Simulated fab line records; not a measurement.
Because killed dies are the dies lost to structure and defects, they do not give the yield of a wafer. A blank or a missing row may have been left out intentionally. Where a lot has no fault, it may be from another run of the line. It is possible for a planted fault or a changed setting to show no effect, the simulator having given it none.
fab line records | flow sky130
record lots=10 wafers=30 last-day=50
route steps=708 shown VIA2@529 METAL3@568 VIA3@586
lots that met no fault: taken from a fault-free run of the same line
start-h: the number of hours between the record's first day and the start of the first shown wafer of the lot | wait-h: hours since the lot's step before | " unchanged from the row above | L1.1+2: one row covering several wafers at once | - no value, or no start given | * or withheld: withheld | < > ~ a bound
route shown NAME@n: NAME is a module with steps in the file, n the number in the route of the first one | usual: mean and standard deviation over wafers with no fault | same: alike in all rows | chamber/n: place in a boat | sites: readings site by site | _std_site: standard deviation of those values | _edge_site: inner sites' mean taken away from outer sites' mean | radius-mm: for every site, how far away it sits from the centre of the wafer | mask NAME#n: copy n | behind: the tool/chamber that last shaped the wafer | hold: the reason the lot was held/the length of the hold in hours/how it ended | device: which transistor (n, p or np) failed to switch | end of line: tests run on the same wafers once the route is complete | for a step that has no rows: nothing shown but its recipe | killed: count of dies lost to structure and defects at first sort (not the wafer's yield) | map: per-die view of a wafer (x killed, . not killed, _ where there is no die)
set.NAME: the run value of the setting; set.NAME@STEP: its run value at that earlier step | model.NAME: the simulator's own value behind a step, which no gauge read
one table for each step of the route and one row for each wafer, over a sample of lots
services: the hour from which a tool's chamber was out of use, counted from the record's first day as start-h (under 0 if before that day), plus the number of hours and why
## steps
# step SKY_VIA2_RS_MEAS_22
# recipe thk-meas-gauge=four-point-probe reads=W_of_VIA2_CVD_21+TiN_of_VIA2_SPUTTER_20
# usual VIA2_W_RS=0.271/0.0054
# columns lot.wafer tool chamber start-h wait-h VIA2_W_RS[ohm/sq]
L469.1 film-metro-02 - 868.23 0.1 0.264
L469.5 " - " " 0.263
L469.6 " - " " 0.271
L472.1 film-metro-01 - 889.02 0.1 0.278
L472.3 " - " " 0.281
L472.4 " - " " 0.273
L473.2 film-metro-04 - 902.57 0.1 0.268
L473.4 " - " " 0.265
L473.6 " - " " 0.274
L475.4 film-metro-04 - 923.32 0.1 0.274
L475.5 " - " " 0.263
L475.6 " - " " 0.274
L476.1 film-metro-02 - 930.47 0.1 0.267
L476.3 " - " " 0.266
L476.6 " - " " 0.274
L478.1 film-metro-02 - 934.92 0.1 0.266
L478.2 " - " " 0.275
L478.4 " - " " 0.270
L483.3 film-metro-04 - 974.68 0.1 0.282
L483.5 " - " " 0.281
L483.6 " - " " 0.276
L484.1 film-metro-02 - 979.20 0.1 0.266
L484.2 " - " " 0.279
L484.5 " - " " 0.277
L485.2 film-metro-04 - 988.03 0.1 0.266
L485.5 " - " " 0.265
L485.6 " - " " 0.276
L489.1 film-metro-04 - 1011.73 0.1 0.267
L489.4 " - " " 0.265
L489.6 " - " " 0.274
# step SKY_METAL3_METAL_ETCH_18
# recipe target-depth-a=8450 stop-on=SiO2 over-etch-frac=0.3 time-s=183.1 chemistry=Cl2/BCl3 resist-sidewall-deg=88 pressure-mtorr=10 icp-w=900 bias-w=48.5 Cl2_flow_sccm=60 bcl3-flow-sccm=30
# usual bias-w=48.47/0.15 chamber-pressure-mTorr=9.999/0.0091 drypump-motor-current-A=5.8/0.39 he-backside-leak-sccm=3.41/0.18 oes-product-au=0.868/0.0066 throttle-valve-pct=22.264/0.0088
# columns lot.wafer tool chamber start-h wait-h bias-w chamber-pressure-mTorr drypump-motor-current-A he-backside-leak-sccm oes-product-au rf-hours-counter-h throttle-valve-pct
L469.1 rie-metal-03 1 920.25 0.0 48.55 10.020 6.1 3.31 0.866 8 22.270
L469.5 " 1 " " 48.64 10.001 6.2 3.43 0.857 - 22.263
L469.6 " 0 " " 48.41 10.002 5.8 3.53 0.874 - 22.269
L472.1 rie-metal-04 1 940.31 0.0 48.71 9.997 5.4 3.32 0.869 12 22.252
L472.3 " 1 " " 48.67 10.003 5.4 3.31 0.870 - 22.247
L472.4 " 0 " " 48.26 9.999 5.7 3.62 0.866 - 22.275
L473.2 rie-metal-03 1 952.85 0.0 48.57 10.019 6.2 3.37 0.862 10 22.264
L473.4 " 0 " " 48.34 9.980 5.8 3.28 0.868 - 22.268
L473.6 " 1 " " 48.66 9.991 6.2 3.27 0.864 - 22.264
L475.4 rie-metal-03 0 970.85 0.1 48.55 10.001 5.8 3.34 0.859 - 22.269
L475.5 " 0 " " 48.67 10.005 5.8 3.28 0.863 - 22.264
L475.6 " 1 " " 48.41 9.991 6.1 3.35 0.873 - 22.276
L476.1 rie-metal-04 0 984.80 0.0 48.37 10.004 5.7 3.47 0.869 10 22.257
L476.3 " 1 " " 48.44 10.003 5.4 3.34 0.869 - 22.258
L476.6 " 1 " " 48.33 10.008 5.4 3.29 0.860 - 22.262
L478.1 rie-metal-03 1 986.70 0.0 48.31 10.005 6.2 3.46 0.872 12 22.263
L478.2 " 0 " " 48.33 9.993 5.8 3.49 0.874 10 22.277
L478.4 " 0 " " 48.70 9.994 5.7 3.41 0.873 - 22.275
L483.3 rie-metal-04 1 1022.56 0.1 48.33 9.991 5.4 3.31 0.865 - 22.243
L483.5 " 0 " " 56.10 10.003 5.7 3.42 0.873 - 22.267
L483.6 " 1 " " 48.44 10.007 5.3 3.35 0.870 - 22.259
L484.1 rie-metal-03 1 1026.94 0.0 48.74 10.010 6.2 3.22 0.873 14 22.269
L484.2 " 0 " " 48.42 9.993 5.7 3.43 0.881 13 22.250
L484.5 " 0 " " 48.60 10.005 5.8 3.46 0.864 - 22.265
L485.2 rie-metal-04 1 1035.64 0.0 48.46 9.999 5.3 3.23 0.878 18 22.273
L485.5 " 1 " " 48.24 10.009 5.3 3.37 0.866 - 22.266
L485.6 " 0 " " 56.13 9.981 5.7 3.32 0.877 - 22.259
L489.1 rie-metal-02 0 1057.94 0.0 48.62 10.006 6.2 3.77 0.864 18 22.273
L489.4 " 0 " " 48.42 10.010 6.3 3.78 0.866 - 22.270
L489.6 " 1 " " 48.49 9.996 5.1 3.46 0.861 - 22.243
# step SKY_METAL3_STRIP_19
# recipe chemistry=O2/N2 power-w=1400 pressure-mtorr=1500 platen-temp-c=withheld o2-flow-sccm=3000 n2-flow-sccm=300 overash-fraction=0.5
# usual chamber-pressure-mTorr=1499.9/1.6 drypump-motor-current-A=5.6/0.47 oes-product-au=0.500/0.0055 strip-time-to-endpoint-s=6.49/0.098
# columns lot.wafer tool chamber start-h wait-h chamber-pressure-mTorr drypump-motor-current-A oes-product-au rf-hours-counter-h strip-time-to-endpoint-s
L469.1 plasma-asher-03 0 920.42 0.1 1500.1 5.6 0.492 105 6.44
L469.5 " 0 " " 1497.8 5.6 0.500 - 6.45
L469.6 " 1 " " 1500.8 6.4 0.501 - 6.33
L472.1 plasma-asher-03 1 940.49 0.1 1502.3 6.4 0.501 107 6.60
L472.3 " 0 " " 1499.1 5.5 0.503 - 6.57
L472.4 " 1 " " 1501.3 6.4 0.506 - 6.54
L473.2 plasma-asher-01 1 953.02 0.1 1500.3 5.3 0.497 21 6.53
L473.4 " 0 " " 1498.5 5.9 0.507 - 6.63
L473.6 " 0 " " 1500.4 5.9 0.504 - 6.60
L475.4 plasma-asher-01 1 971.00 0.1 1501.3 5.3 0.497 - 6.43
L475.5 " 1 " " 1499.3 5.3 0.502 - 6.50
L475.6 " 0 " " 1499.8 5.9 0.498 - 6.43
L476.1 plasma-asher-03 0 984.97 0.1 1498.7 5.5 0.494 113 6.54
L476.3 " 1 " " 1501.8 6.4 0.504 - 6.63
L476.6 " 0 " " 1501.4 5.5 0.502 - 6.59
L478.1 plasma-asher-02 1 986.87 0.1 1497.6 5.0 0.513 50 6.64
L478.2 " 0 " " 1498.7 5.1 0.506 50 6.58
L478.4 " 0 " " 1503.1 5.1 0.497 - 6.56
L483.3 plasma-asher-03 1 1022.71 0.1 1501.5 6.3 0.498 - 6.57
L483.5 " 0 " " 1500.0 5.5 0.490 - 6.27
L483.6 " 1 " " 1499.3 6.4 0.508 - 6.64
L484.1 plasma-asher-02 0 1027.12 0.1 1499.8 5.1 0.500 55 6.54
L484.2 " 1 " " 1498.9 5.0 0.495 55 6.52
L484.5 " 1 " " 1500.5 5.0 0.496 - 6.51
L485.2 plasma-asher-03 1 1035.82 0.1 1498.6 6.4 0.507 118 6.60
L485.5 " 1 " " 1497.7 6.4 0.502 - 6.55
L485.6 " 0 " " 1501.6 5.5 0.479 - 6.06
L489.1 plasma-asher-01 1 1058.12 0.1 1499.0 5.4 0.496 32 6.34
L489.4 " 1 " " 1499.0 5.4 0.493 - 6.28
L489.6 " 0 " " 1500.3 5.9 0.493 - 6.52
# step SKY_VIA3_OVL_MEAS_13
# usual VIA3_OVL=-4/3.9
# columns lot.wafer tool chamber start-h wait-h VIA3_OVL[nm]
L469.1 overlay-01 - 944.39 0.1 -3
L469.5 " - " " -5
L469.6 " - " " 6
L472.1 overlay-02 - 967.19 0.1 -6
L472.3 " - " " -10
L472.4 " - " " -5
L473.2 overlay-01 - 978.80 0.1 -2
L473.4 " - " " 1
L473.6 " - " " -5
L475.4 overlay-01 - 996.53 0.1 -5
L475.5 " - " " -6
L475.6 " - " " -3
L476.1 overlay-01 - 1009.61 0.1 -7
L476.3 " - " " -1
L476.6 " - " " -7
L478.1 overlay-02 - 1011.49 0.1 -1
L478.2 " - " " -10
L478.4 " - " " -4
L483.3 overlay-01 - 1046.60 0.1 -1
L483.5 " - " " -6
L483.6 " - " " -4
L484.1 overlay-02 - 1050.81 0.1 -5
L484.2 " - " " -3
L484.5 " - " " -2
L485.2 overlay-01 - 1059.20 0.1 -2
L485.5 " - " " -6
L485.6 " - " " -5
L489.1 overlay-02 - 1080.06 0.1 -6
L489.4 " - " " -10
L489.6 " - " " -15
# step SKY_VIA3_SPUTTER_20
# recipe material=TiN target-thk-nm=20 chamber-pressure-pa=5 power-w=4000 time-s=80
# usual throttle-valve-pct=30.1/1.2
# columns lot.wafer tool chamber start-h wait-h throttle-valve-pct
L469.1 pvd-sputter-03 - 945.12 0.0 29.2
L469.5 " - " " 30.8
L469.6 " - " " 27.7
L472.1 pvd-sputter-01 - 967.93 0.0 30.1
L472.3 " - " " 28.9
L472.4 " - " " 30.5
L473.2 pvd-sputter-04 - 979.61 0.0 30.0
L473.4 " - " " 31.9
L473.6 " - " " 29.9
L475.4 pvd-sputter-04 - 997.31 0.0 28.7
L475.5 " - " " 30.6
L475.6 " - " " 32.3
L476.1 pvd-sputter-01 - 1010.34 0.0 31.0
L476.3 " - " " 29.0
L476.6 " - " " 30.1
L478.1 pvd-sputter-01 - 1012.40 0.0 29.2
L478.2 " - " " 30.0
L478.4 " - " " 31.0
L483.3 pvd-sputter-04 - 1047.32 0.0 29.7
L483.5 " - " " 32.3
L483.6 " - " " 30.1
L484.1 pvd-sputter-03 - 1051.60 0.0 31.4
L484.2 " - " " 29.1
L484.5 " - " " 31.0
L485.2 pvd-sputter-04 - 1060.00 0.0 32.1
L485.5 " - " " 30.0
L485.6 " - " " 32.3
L489.1 pvd-sputter-04 - 1080.83 0.0 30.2
L489.4 " - " " 32.2
L489.6 " - " " 30.5
## services
# columns tool chamber start-h hours kind
pvd-sputter-01 - 906.17 2.1 repair
pvd-sputter-01 0 924.80 - consumable-replace:kit
pvd-sputter-01 0 924.80 18.0 scheduled-down
pvd-sputter-01 0 924.80 18.0 vent-cycle
plasma-asher-02 - 940.98 28.1 pm
pvd-sputter-01 - 943.68 4.6 repair
plasma-asher-02 - 975.63 8.1 repair
plasma-asher-01 - 977.68 5.4 repair
pvd-sputter-04 1 981.07 - consumable-replace:kit
pvd-sputter-04 1 981.07 18.0 scheduled-down
pvd-sputter-04 1 981.07 18.0 vent-cycle
pvd-sputter-03 - 986.14 23.3 repair
pvd-sputter-04 - 1000.32 8.0 repair
pvd-sputter-03 2 1012.41 - consumable-replace:kit
pvd-sputter-03 2 1012.41 18.0 scheduled-down
pvd-sputter-03 2 1012.41 18.0 vent-cycle
plasma-asher-02 - 1019.92 0.5 repair
plasma-asher-03 - 1029.72 0.8 repair
pvd-sputter-01 - 1046.73 9.5 repair
plasma-asher-03 - 1055.25 9.0 pm
plasma-asher-03 0 1055.25 9.0 vent-cycle
plasma-asher-03 1 1055.25 9.0 vent-cycle
plasma-asher-03 0 1064.25 - clean
plasma-asher-03 1 1064.25 - clean
## key
first-sign step=SKY_METAL3_METAL_ETCH_18 reading=bias-w direction=up sigmas=50 usual=48.47 struck=56.12
effect step=SKY_METAL3_STRIP_19 reading=strip-time-to-endpoint-s direction=down sigmas=3.4 usual=* struck=*
met-at SKY_METAL3_METAL_ETCH_18
struck-lots L483,L485
struck-wafers L483.5,L485.6
not-acting-at SKY_VIA2_RS_MEAS_22,SKY_VIA3_OVL_MEAS_13,SKY_VIA3_SPUTTER_20
onset-between 984.80 1022.56
fault kind=process-parameter-drift tool=rie-metal-04 chamber=0 onset-h=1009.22 steps=SKY_METAL3_METAL_ETCH_18 channel=bias-w offset=7.7393 shape=step end-h=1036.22 acts-in=these-recipes-only stated=48.5
